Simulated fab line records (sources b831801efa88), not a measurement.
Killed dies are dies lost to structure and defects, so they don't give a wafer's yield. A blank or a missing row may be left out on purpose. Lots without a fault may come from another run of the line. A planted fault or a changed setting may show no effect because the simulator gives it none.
A struck lot beside a sound one	flow gf180mcu	27 out of 602 route steps
Sound: wafers L137.3, L137.5, L137.6. Struck: wafers L131.2, L131.4, L131.6. The cause comes at the end.
Each step with rows lists, per side, the tool, then ch with its chambers, then its first start. Under that, the readings that differ: sound wafers	struck wafers	difference of the means	sigmas: that difference in standard deviations of wafers without a fault.
alike: readings with means less than 2 such deviations apart, plus words and numbers identical on both sides. not compared: withheld readings, readings lacking a value on some wafer, bounds such as >300 that could conceal the same value, and numbers that have no deviation in the record and whose values overlap.
The two part at a step that has a row with sigmas, a row that says differs or no value, or rows on one side only. Non-overlapping numbers with no deviation appear without sigmas and do not part them. A reading that every wafer of one side lacks parts them only if that side has two wafers or more.

first, 1 step without rows for these wafers: GF_MVPSD_IMPLANT_09.
GF_MVPSD_STRIP_10: strips in O2/N2.
  sound on plasma-asher-01 ch 0,1, day 9 17:47; struck on plasma-asher-01 ch 0,1, day 8 10:49
  alike: chamber-pressure-mTorr, drypump-motor-current-A, heater-power-w, oes-product-au, strip-time-to-endpoint-s
  not compared: rf-hours-counter-h
GF_MVPSD_TW_MEAS_11:
  sound: film-metro-01 at day 9 17:52; struck: film-metro-04 at day 8 10:56
  alike: MVPSD_TW
then, 7 steps without rows for these wafers: GF_VT_IMPLANT_DEHYDRATE_00 (time 60 s); GF_VT_IMPLANT_HMDS_01 (prime time 60 s); GF_VT_IMPLANT_COAT_02 (resist thk 1000 nm); GF_VT_IMPLANT_SOFTBAKE_03 (time 60 s); GF_VT_IMPLANT_EXPOSE_04 (exposes mask LVPWELL LV AREA, target cd 600 nm); GF_VT_IMPLANT_PEB_05; GF_VT_IMPLANT_DEVELOP_06 (develop time 60 s).
GF_VT_IMPLANT_OVL_MEAS_07:
  sound: overlay-01 at day 10 11:29; struck: overlay-02 at day 9 02:34
  alike: VT_IMPLANT_OVL
then, 1 step without rows for these wafers: GF_VT_IMPLANT_IMPLANT_08.
GF_VT_IMPLANT_STRIP_09: strips in O2/N2.
  sound on plasma-asher-03 ch 0,1, day 10 11:42; struck on plasma-asher-02 ch 0,1, day 9 02:45
  no value came back on the struck wafers for any of 5 readings (chamber-pressure-mTorr (mTorr), drypump-motor-current-A (A) and others); on the sound wafers chamber-pressure-mTorr (mTorr) reads 1498.6 1499.3 1502.3
reading	sound	struck	difference	sigmas
model.NOVOLAK_of_VT_IMPLANT_COAT_02.thk-nm (nm)	0 0 0	1003 1002 1004	+1003	
  not compared: rf-hours-counter-h
GF_VT_IMPLANT_TW_MEAS_10:
  sound: film-metro-03 at day 10 11:47; struck: film-metro-03 at day 9 02:52
  alike: VT_IMPLANT_TW
then, 7 steps without rows for these wafers: GF_VT_IMPLANT_DEHYDRATE_11 (time 60 s); GF_VT_IMPLANT_HMDS_12 (prime time 60 s); GF_VT_IMPLANT_COAT_13 (resist thk 1000 nm); GF_VT_IMPLANT_SOFTBAKE_14 (time 60 s); GF_VT_IMPLANT_EXPOSE_15 (exposes mask Nwell LV AREA, target cd 860 nm); GF_VT_IMPLANT_PEB_16; GF_VT_IMPLANT_DEVELOP_17 (develop time 60 s).
GF_VT_IMPLANT_OVL_MEAS_18:
  sound: overlay-02 at day 11 06:05; struck: overlay-02 at day 9 20:11
  alike: VT_IMPLANT_01_OVL
then, 1 step without rows for these wafers: GF_VT_IMPLANT_IMPLANT_19.
GF_VT_IMPLANT_STRIP_20: strips in O2/N2.
  sound on plasma-asher-02 ch 0,1, day 11 06:18; struck on plasma-asher-02 ch 0, day 9 20:22
reading	sound	struck	difference	sigmas
strip-time-to-endpoint-s (s)	12.610 12.625 12.567	27.688 27.678 27.721	+15.095	+99 or more
  alike: chamber-pressure-mTorr, drypump-motor-current-A, heater-power-w, oes-product-au
  not compared: rf-hours-counter-h
GF_VT_IMPLANT_TW_MEAS_21:
  sound: film-metro-03 at day 11 06:23; struck: film-metro-03 at day 9 20:29
reading	sound	struck	difference	sigmas
VT_IMPLANT_2_TW	1238 1239 1233	31 31 30	-1206	-86
then, 1 step without rows for these wafers: GF_VT_IMPLANT_DEHYDRATE_22 (time 60 s).
-- here the record skips 23 days between the struck wafers' starts before and after, leaving off in module VT_IMPLANT and picking up in module PASSIVATION (first step shown: number 602 of the route) --
GF_PASSIVATION_PROBE_99:
  rows exist in the record for the struck wafers here (prober-02, day 33 07:04), but not for the sound ones

## WHERE THEY PART
Last at GF_PASSIVATION_PROBE_99 as far as this record goes, first at GF_VT_IMPLANT_STRIP_09.

WHY: whatever the simulator had introduced
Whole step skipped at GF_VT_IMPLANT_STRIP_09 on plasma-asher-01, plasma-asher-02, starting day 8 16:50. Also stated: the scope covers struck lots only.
